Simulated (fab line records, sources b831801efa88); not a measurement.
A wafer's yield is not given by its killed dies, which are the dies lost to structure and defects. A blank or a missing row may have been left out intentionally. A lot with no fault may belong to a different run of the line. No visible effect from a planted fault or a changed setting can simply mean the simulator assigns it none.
A lot that was struck, set against a sound lot :: flow sky130 :: 30 steps out of a route of 708
Sound: the wafers L970.3, L970.5, L970.6. Struck: wafers L958.1, L958.3, L958.5. The cause comes at the end.
For every step that has rows: the tool of each side, followed by ch and its chambers, followed by its first start. Under that, the readings that differ: sound wafers :: struck wafers :: difference of the means :: sigmas: that difference in standard deviations of wafers without a fault.
alike: words and numbers the same on both sides, and readings whose means are apart by under 2 such deviations; not compared: readings that were withheld, readings missing a value for some wafer, numbers with overlapping values and no deviation given by the record, and bounds like >300 which may hide the same value.
A row with sigmas, a row that says differs or no value, or rows on one side alone: a step with any of these is where the two part. When numbers do not overlap yet have no deviation, they are printed without sigmas and do not part them. Lack of a reading on every wafer of one side parts them only where that side has two or more wafers.

first, 5 steps without rows for these wafers: SKY_SONOS_ONO_COAT_08 (resist thk 1140 nm); SKY_SONOS_ONO_SOFTBAKE_09 (time 60 s); SKY_SONOS_ONO_EXPOSE_10 (exposes mask ONOM, target cd 410 nm); SKY_SONOS_ONO_PEB_11; SKY_SONOS_ONO_DEVELOP_12 (develop time 60 s).
SKY_SONOS_ONO_CD_MEAS_13: target cd 410 nm.
  sound on cd_sem-01, day 18 10:36; struck on cd_sem-02, day 14 11:37
  alike: cd_nm
SKY_SONOS_ONO_OVL_MEAS_14:
  sound on overlay-02, day 18 10:41; struck on overlay-02, day 14 11:44
  alike: SONOS_ONO_OVL
SKY_SONOS_ONO_ETCH_15: etches the open film in CHF3/O2, target depth 19.52 nm, time 7.8 s.
  sound on rie_diel-01 ch 2,3, day 18 10:43; struck on rie_diel-01 ch 0,3, day 14 11:46
  alike: bias_w, drypump_motor_current_A, oes_product_au, throttle_valve_pct
  not compared: rf_hours_counter_h
then, 1 step without rows for these wafers: SKY_SONOS_ONO_WET_ETCH_16 (etches SiO2 in dHF, target depth 14 nm, time 280 s).
SKY_SONOS_ONO_STRIP_17: strips in O2/N2.
  sound on plasma_asher-01 ch 0,1, day 18 10:58; struck on plasma_asher-04 ch 0,1, day 14 11:52
  alike: drypump_motor_current_A, oes_product_au, strip_time_to_endpoint_s
  not compared: rf_hours_counter_h
then, 2 steps without rows for these wafers: SKY_SONOS_ONO_WET_ETCH_18 (etches Si3N4 in H3PO4, target depth 15 nm, time 172 s); SKY_GATE_OXIDE_CLEAN_00 (cleans in SC1/SC2, time 150 s).
SKY_GATE_OXIDE_OXIDATION_01: stabilise 600 s, purge 300 s, target thk 10.268 nm.
  sound on furnace-02 ch 0, day 18 11:08; struck on furnace-01 ch 0, day 14 13:09
reading: zone_power_bottom_pct (%)
sound: 26 26 26
struck: 32 32 32
difference: +6
sigmas: +2

reading: model.SiO2_of_GATE_OXIDE_OXIDATION_01.thk_nm (nm)
sound: 10.47 10.22 10.31
struck: 11.88 11.85 11.96
difference: +1.56
sigmas: 
  alike: zone_power_top_pct
SKY_GATE_OXIDE_THK_MEAS_02:
  sound on film_metro-03, day 18 12:34; struck on film_metro-03, day 14 14:34
reading: GATE_OXIDE_OXIDATION_00_THK (nm)
sound: 10.44 10.17 10.30
struck: 11.90 11.85 12.01
difference: +1.62
sigmas: +8
then, 7 steps without rows for these wafers: SKY_GATE_OXIDE_DEHYDRATE_03 (time 60 s); SKY_GATE_OXIDE_HMDS_04 (prime time 60 s); SKY_GATE_OXIDE_COAT_05 (resist thk 1140 nm); SKY_GATE_OXIDE_SOFTBAKE_06 (time 60 s); SKY_GATE_OXIDE_EXPOSE_07 (exposes mask LVOM, target cd 600 nm); SKY_GATE_OXIDE_PEB_08; SKY_GATE_OXIDE_DEVELOP_09 (develop time 60 s).
SKY_GATE_OXIDE_OVL_MEAS_10:
  sound on overlay-02, day 19 19:35; struck on overlay-01, day 15 17:22
  alike: GATE_OXIDE_OVL
then, 2 steps without rows for these wafers: SKY_GATE_OXIDE_IMPLANT_11; SKY_GATE_OXIDE_WET_ETCH_12 (etches SiO2 in dHF, target depth 16.8 nm, time 336 s).
SKY_GATE_OXIDE_STRIP_13: strips in O2/N2.
  sound on plasma_asher-03 ch 0,1, day 19 19:53; struck on plasma_asher-03 ch 0,1, day 15 17:46
reading: strip_time_to_endpoint_s (s)
sound: 14.23 14.20 14.25
struck: 14.13 14.09 14.14
difference: -0.11
sigmas: -3
  alike: drypump_motor_current_A, oes_product_au
  not compared: rf_hours_counter_h
SKY_GATE_OXIDE_TW_MEAS_14:
  sound on film_metro-01, day 19 19:58; struck on film_metro-03, day 15 17:52
  alike: GATE_OXIDE_TW
then, 1 step without rows for these wafers: SKY_GATE_OXIDE_CLEAN_15 (cleans in SC1/SC2, time 150 s).
SKY_GATE_OXIDE_OXIDATION_16: stabilise 600 s, purge 300 s, target thk 3.57 nm.
  sound on furnace-02 ch 0, day 19 20:13; struck on furnace-02 ch 0, day 15 17:59
reading: model.SiO2_of_GATE_OXIDE_OXIDATION_01.thk_nm (nm)
sound: 11.82 11.58 11.66
struck: 13.19 13.16 13.27
difference: +1.52
sigmas: 
  alike: ramp_down_c_per_min, ramp_up_c_per_min, zone_power_bottom_pct, zone_power_top_pct
then, 1 step without rows for these wafers: SKY_POLY_GATE_CVD_00 (deposits poly-Si, target thk 180 nm, time 720 s).
-- the record jumps here: 32 days lie between the struck wafers' starts before and after (it left off in module POLY_GATE and takes up again in module PAD_OPEN, whose first step shown is number 708 of the route) --
SKY_PAD_OPEN_PROBE_99:
  sound on prober-01, day 50 04:28; struck on prober-02, day 47 07:23
reading: model.etest.nfet_16v.r_on_ohm_um
sound: 1.392e+04 1.381e+04
struck: 1.482e+04 1.481e+04 1.486e+04
difference: +9.650e+02
sigmas: 

reading: model.etest.tip_sonos.rs_ohm_sq
sound: 2695 2640
struck: 3027 3016 3034
difference: +358
sigmas: 

reading: model.etest.pfet_g5v0d10v5.r_on_ohm_um
sound: 4782 4769
struck: 5001 5023 4944
difference: +214
sigmas: 

reading: model.etest.nfet_g5v0d10v5.r_on_ohm_um
sound: 1875 1881
struck: 2007 1995 1997
difference: +122
sigmas: 

reading: model.etest.nfet_g5v0d10v5.drive_ua_um
sound: 604.8 613.6
struck: 537.9 539.9 540
difference: -69.9
sigmas: 

reading: model.etest.nfet_05v0_nvt.drive_ua_um
sound: 574.6 587
struck: 523.4 520.9 518.8
difference: -59.8
sigmas: 

reading: model.etest.pfet_g5v0d10v5.drive_ua_um
sound: 335.7 340.3
struck: 317.4 315.8 317
difference: -21.3
sigmas: 

reading: model.etest.nfet_16v.drive_ua_um
sound: 222.3 228.5
struck: 194.3 196 194.8
difference: -30.4
sigmas: 
  alike: killed_at_M0_to_M3, killed_at_M4_up, killed_at_contacts, killed_at_front_end, killed_at_other, killed_dies, killed_open, killed_short

== WHERE THEY PART ==
First at SKY_GATE_OXIDE_OXIDATION_01; last, within this record, at SKY_GATE_OXIDE_STRIP_13. Later steps at which nothing parts them and some readings are alike: SKY_GATE_OXIDE_TW_MEAS_14, SKY_GATE_OXIDE_OXIDATION_16, SKY_PAD_OPEN_PROBE_99.

WHY: the cause the simulator had injected
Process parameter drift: furnace-01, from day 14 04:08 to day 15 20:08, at SKY_GATE_OXIDE_OXIDATION_01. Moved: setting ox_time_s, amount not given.
